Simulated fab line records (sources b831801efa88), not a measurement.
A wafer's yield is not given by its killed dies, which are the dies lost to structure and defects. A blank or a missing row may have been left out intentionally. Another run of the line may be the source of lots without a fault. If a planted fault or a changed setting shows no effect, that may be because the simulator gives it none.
Which of the tools did it? ; flow sfq line ; 6 lots with 18 wafers sampled at 2 steps, on a route of 325 steps

## WHAT EACH GAUGE READ, for each wafer
SFQ_M1_RS_MEAS_909: the measuring method here is four-point-probe.
lot;measured;on;M1_NB_RS (ohm/sq)
L885;day 18 16:16;film metro-01;0.883 0.890 0.885
L887;day 19 02:38;film metro-03;0.876 0.872 0.881
L889;day 20 07:32;film metro-03;0.878 0.890 0.896
L900;day 25 08:31;film metro-01;1.031 1.036 1.024
L905;day 26 10:48;film metro-01;0.882 0.880 0.881
L907;day 27 16:03;film metro-04;0.879 0.878 0.894

## WHICH TOOL RAN EACH LOT (tool, then ch and the chambers of the sampled wafers, then the start)
lot;SFQ_TRILAYER_M1_DEP_SPUTTER_037
L885;pvd sputter-03, day 18 16:10
L887;pvd sputter-03, day 19 02:30
L889;pvd sputter-03, day 20 07:26
L900;pvd sputter-04, day 25 08:25
L905;pvd sputter-06, day 26 10:41
L907;pvd sputter-03, day 27 15:58
- SFQ_TRILAYER_M1_DEP_SPUTTER_037: material Nb, target thk 200 nm, time 133.3 s.

## THE ANSWER, worked out from the rows above alone
Rule: the lots themselves supply what counts as usual. The widest of any qualifying gaps counts: lots, ordered by their means at a reading, are off when they make up no more than a third of the lots, leave a main group of 4 or more, and stand apart from it by 3 or more times the standard deviation of that group's means. A main group whose means are all the same, to the digits that the tables above print for the reading, isn't used. Also off: a lot with no number at a reading for which 4 or more lots have one. Any other lot the step has rows for is counted as sound.
Off: at SFQ_M1_RS_MEAS_909 (M1_NB_RS), L900. For the main group the mean is 0.883 ohm/sq and the standard deviation 0.0041.
A tool fits if, at a process step before that reading, it ran every lot that is off, and no sound lot after the first of them. Gauges at SFQ_M1_RS_MEAS_909: tried the same way as those tools. One fits: pvd sputter-04 at SFQ_TRILAYER_M1_DEP_SPUTTER_037. It ran no sound lot before its first lot that is off in this sample, so the start can't be narrowed down.

## WHAT THE SIMULATOR PUT IN
Site profile drift: pvd sputter-04, from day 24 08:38 on, at SFQ_TRILAYER_M1_DEP_SPUTTER_037. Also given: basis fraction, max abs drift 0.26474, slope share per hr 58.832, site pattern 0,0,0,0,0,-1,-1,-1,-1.
Struck lots among those shown: L900. The rule above reached the same finding.
